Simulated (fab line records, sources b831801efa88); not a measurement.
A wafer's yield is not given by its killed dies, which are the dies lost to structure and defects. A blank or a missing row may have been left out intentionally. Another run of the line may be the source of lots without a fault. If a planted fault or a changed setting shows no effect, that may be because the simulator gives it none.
What tool caused it? -- flow gf180mcu -- 39 wafers from 13 lots sampled at 2 of the route's 602 steps

## WHAT THE GAUGES SHOWED, per wafer
GF_HV_LDD_OVL_MEAS_20. Usual: HV_LDD_01_OVL 0.3 nm, standard deviation 1.5.
lot,measured,on,HV_LDD_01_OVL (nm),flag
L632,day 11 20:08,overlay-01,1.3 1.9 3.8,
L633,day 12 03:16,overlay-01,1.7 1.6 1.2,
L634,day 12 03:56,overlay-01,-1.3 -0.7 0.2,
L635,day 12 09:41,overlay-02,0.4 -0.4 -1.4,
L636,day 12 14:31,overlay-02,0.8 -0.1 0.9,
L638,day 13 12:56,overlay-01,0.6 2.1 1.3,
L646,day 15 21:53,overlay-01,1.4 1.0 -0.6,
L647,day 16 17:50,overlay-02,0.2 0.9 1.0,
L648,day 16 15:55,overlay-02,-1.3 0.8 -0.7,
L649,day 16 21:53,overlay-01,0.6 -0.3 1.1,
L650,day 17 04:47,overlay-01,-1.6 -3.5 -2.9,
L652,day 17 15:27,overlay-01,0.9 2.0 -0.1,
L653,day 18 07:14,overlay-02,-0.6 -3.6 -2.9,

## EACH LOT AND THE TOOL THAT RAN IT (in order: tool; ch and the chambers of the sampled wafers; start)
lot,GF_VT_IMPLANT_DEVELOP_28
L632,"litho-track-03 ch 0, day 7 18:55"
L633,"litho-track-04 ch 0, day 8 02:12"
L634,"litho-track-04 ch 0, day 8 04:21"
L635,"litho-track-03 ch 0, day 8 08:29"
L636,"litho-track-03 ch 0, day 8 13:46"
L638,"litho-track-01 ch 0, day 9 06:17"
L646,"litho-track-03 ch 0, day 11 04:28"
L647,"litho-track-03 ch 0, day 11 21:41"
L648,"litho-track-04 ch 0, day 11 22:42"
L649,"litho-track-04 ch 0, day 12 00:33"
L650,"litho-track-04 ch 0, day 12 09:08"
L652,"litho-track-01 ch 0, day 12 18:54"
L653,"litho-track-04 ch 0, day 13 06:33"
- GF_VT_IMPLANT_DEVELOP_28: develop time 60 s.

## WHAT THE TOOLS THEMSELVES READ (means of the sampled wafers that have a number; where no wafer has one, the mark that the record gives instead)
GF_VT_IMPLANT_DEVELOP_28. Usual: 22.99 C for developer-temp-C, sd 0.099.
lot,tool,developer-temp-C (C),flag
L632,litho-track-03,23.02,
L633,litho-track-04,23.10,
L634,litho-track-04,23.08,
L635,litho-track-03,23.02,
L636,litho-track-03,22.96,
L638,litho-track-01,22.95,
L646,litho-track-03,20.51,OFF
L647,litho-track-03,20.79,OFF
L648,litho-track-04,23.03,
L649,litho-track-04,22.96,
L650,litho-track-04,22.92,
L652,litho-track-01,23.03,
L653,litho-track-04,22.98,

## THE ANSWER, worked out from the rows above alone
Rule: a lot counts as off when the mean over its wafers that have a number is more than 3 standard deviations away from the usual mean. A lot without any number at a reading at which 4 lots or more have one is off too. All remaining lots with rows at the step are treated as sound. First the gauges in route order, then the tools' own readings, where a lot's mean is used as printed above. At the first step where some lot is off, the reading lying furthest off is the one used; lots without a number count as furthest.
Off, at GF_VT_IMPLANT_DEVELOP_28 on developer-temp-C: L646, L647.
If a tool, at that step or one of the process steps before it, ran each lot that is off and ran no sound lot following the first of them, it fits. One fits: GF_VT_IMPLANT_DEVELOP_28 on litho-track-03. Its last sound lot is L636 (day 8 13:46), its first lot that is off L646 (day 11 04:28): a fault that began between those two fits.
The tool's own readings at GF_VT_IMPLANT_DEVELOP_28 bear it out: on the lots that are off they differ by more than 5 times the standard deviation of the sound lots' means. developer-temp-C reads 20.65 C there against 23.00 C on the sound lots.

## WHAT THE SIMULATOR PUT IN
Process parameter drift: litho-track-03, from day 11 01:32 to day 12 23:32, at GF_VT_IMPLANT_DEVELOP_28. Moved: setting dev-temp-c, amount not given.
Shown lots that were struck: L646, L647. The rule above reached the same finding.
